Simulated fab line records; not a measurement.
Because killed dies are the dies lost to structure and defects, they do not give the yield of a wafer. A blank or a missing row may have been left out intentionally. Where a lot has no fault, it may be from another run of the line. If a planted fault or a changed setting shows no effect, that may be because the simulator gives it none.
What tool caused it?	flow gf180mcu	13 lots, 39 wafers sampled, at 4 steps of a route of 602

WHAT THE GAUGES READ, wafer by wafer
GF_HV_LDD_CD_MEAS_19 targets a cd of 400 nm. Usual: cd-nm 399.6 nm, standard deviation 2.2.
lot	measured	on	cd-nm (nm)	flag
L822	day 11 10:30	cd-sem-02	399.0 400.3 399.9	
L823	day 11 21:56	cd-sem-01	403.3 403.1 402.0	
L825	day 12 14:58	cd-sem-01	397.8 400.0 397.8	
L826	day 12 16:14	cd-sem-02	402.7 403.0 401.6	
L827	day 13 12:20	cd-sem-02	403.5 401.2 401.7	
L828	day 13 18:41	cd-sem-02	398.0 396.4 399.7	
L829	day 13 19:11	cd-sem-01	397.6 397.6 396.5	
L830	day 14 02:41	cd-sem-01	401.1 402.6 401.4	
L832	day 14 20:02	cd-sem-02	398.4 396.9 397.0	
L834	day 15 12:06	cd-sem-01	399.8 399.6 397.0	
L840	day 17 07:11	cd-sem-02	400.8 397.7 400.4	
L841	day 17 17:50	cd-sem-02	402.6 401.3 401.9	
L843	day 18 04:27	cd-sem-01	395.3 397.8 395.5	

GF_SAB_OVL_MEAS_10. Usual: SAB_OVL typically reads 0.1 nm, with standard deviation 1.2.
lot	measured	on	SAB_OVL (nm)	flag
L822	day 16 00:16	overlay-01	0.3 0.3 -0.3	
L823	day 16 12:08	overlay-02	0.4 -0.3 -0.6	
L825	day 17 08:21	overlay-02	1.2 0.8 1.2	
L826	day 17 12:24	overlay-02	-2.1 -0.9 -1.7	
L827	day 18 09:29	overlay-02	1.2 0.2 0.0	
L828	day 18 17:07	overlay-01	0.8 -0.3 -0.1	
L829	day 18 17:18	overlay-01	-0.1 0.0 0.6	
L830	day 19 02:12	overlay-01	1.7 1.0 0.7	
L832	day 19 23:09	overlay-01	0.4 -0.5 0.0	
L834	day 20 16:20	overlay-02	-0.1 -0.3 -0.1	
L840	day 22 14:30	overlay-01	0.3 -0.9 -0.1	
L841	day 23 03:47	overlay-02	0.6 0.6 0.9	
L843	day 23 11:20	overlay-02	-1.1 -0.8 -1.5	

WHICH TOOL RAN EACH LOT (tool, then ch and the chambers of the sampled wafers, then the start)
lot	GF_PSD_COAT_02	GF_PSD_STRIP_10
L822	litho-track-04 ch 0, day 14 14:19	plasma-asher-03 ch 0,1, day 15 01:35
L823	litho-track-02 ch 0, day 15 01:24	plasma-asher-03 ch 0, day 15 12:35
L825	litho-track-02 ch 0, day 15 21:11	plasma-asher-03 ch 0,1, day 16 08:55
L826	litho-track-04 ch 0, day 16 00:26	plasma-asher-02 ch 0,1, day 16 12:11
L827	litho-track-02 ch 0, day 16 20:46	plasma-asher-04 ch 0,1, day 17 08:38
L828	litho-track-01 ch 0, day 17 03:46	plasma-asher-03 ch 0,1, day 17 16:01
L829	litho-track-04 ch 0, day 17 04:36	plasma-asher-02 ch 0,1, day 17 17:04
L830	litho-track-01 ch 0, day 17 13:16	plasma-asher-02 ch 0,1, day 18 01:10
L832	litho-track-02 ch 0, day 18 08:49	plasma-asher-04 ch 0,1, day 18 21:38
L834	litho-track-01 ch 0, day 19 02:39	plasma-asher-03 ch 0, day 19 15:41
L840	litho-track-02 ch 0, day 21 01:55	plasma-asher-03 ch 0,1, day 21 14:26
L841	litho-track-02 ch 0, day 21 15:06	plasma-asher-04 ch 1, day 22 03:35
L843	litho-track-02 ch 0, day 21 22:57	plasma-asher-03 ch 0,1, day 22 10:50
- GF_PSD_COAT_02: resist thk 1000 nm.
- GF_PSD_STRIP_10: strips in O2/N2.

WHAT THE TOOLS THEMSELVES READ (means of the sampled wafers that have a number; where no wafer has one, the mark that the record gives instead)
GF_PSD_COAT_02. Usual: resist-line-temp-C 23.02 C, standard deviation 0.11.
lot	tool	resist-line-temp-C (C)	flag
L822	litho-track-04	22.99	
L823	litho-track-02	22.99	
L825	litho-track-02	23.17	
L826	litho-track-04	23.10	
L827	litho-track-02	22.91	
L828	litho-track-01	23.07	
L829	litho-track-04	23.00	
L830	litho-track-01	22.89	
L832	litho-track-02	23.13	
L834	litho-track-01	22.93	
L840	litho-track-02	23.01	
L841	litho-track-02	23.11	
L843	litho-track-02	23.09	

GF_PSD_STRIP_10. Usual: drypump-motor-current-A 5.9 A, standard deviation 0.56; heater-power-w 329 W, standard deviation 37; oes-product-au 0.591 a.u., standard deviation 0.0045; strip-time-to-endpoint-s 16.53 s, standard deviation 0.037.
lot	tool	drypump-motor-current-A (A)	heater-power-w (W)	oes-product-au (a.u.)	strip-time-to-endpoint-s (s)	flag
L822	plasma-asher-03	6.4	345	0.590	16.50	
L823	plasma-asher-03	6.4	386	0.589	16.46	
L825	plasma-asher-03	6.3	347	0.592	16.50	
L826	plasma-asher-02	5.5	292	0.590	16.51	
L827	plasma-asher-04	5.1	307	0.589	16.49	
L828	plasma-asher-03	6.3	348	0.590	16.51	
L829	plasma-asher-02	5.5	300	0.596	16.54	
L830	plasma-asher-02	5.5	297	0.589	16.52	
L832	plasma-asher-04	5.0	316	0.591	16.52	
L834	plasma-asher-03	6.4	387	0.594	16.58	
L840	plasma-asher-03	6.4	347	0.597	17.08	OFF
L841	plasma-asher-04	4.9	329	0.600	17.00	OFF
L843	plasma-asher-03	6.4	341	0.595	17.03	OFF

THE ANSWER, worked out from the rows above alone
Rule: take the mean of a lot's wafers that have a number; if it is more than 3 standard deviations from the usual mean, the lot is off. A lot without any number at a reading at which 4 lots or more have one is off too. Any other lot the step has rows for is counted as sound. After the gauges, taken in route order, come the tools' own readings; for these a lot's mean is taken, as printed above. The first step at which some lot is off is used, and at that step the reading that is off furthest; a lot without a number counts as furthest.
Off at GF_PSD_STRIP_10 (strip-time-to-endpoint-s): L840, L841, L843.
If a tool, at that step or one of the process steps before it, ran each lot that is off and ran no sound lot following the first of them, it fits. One fits: GF_PSD_COAT_02 on litho-track-02. A fault onset in the window from L832 (day 18 08:49, its last sound lot) to L840 (day 21 01:55, its first lot off) fits.

WHAT THE SIMULATOR HAD INSERTED
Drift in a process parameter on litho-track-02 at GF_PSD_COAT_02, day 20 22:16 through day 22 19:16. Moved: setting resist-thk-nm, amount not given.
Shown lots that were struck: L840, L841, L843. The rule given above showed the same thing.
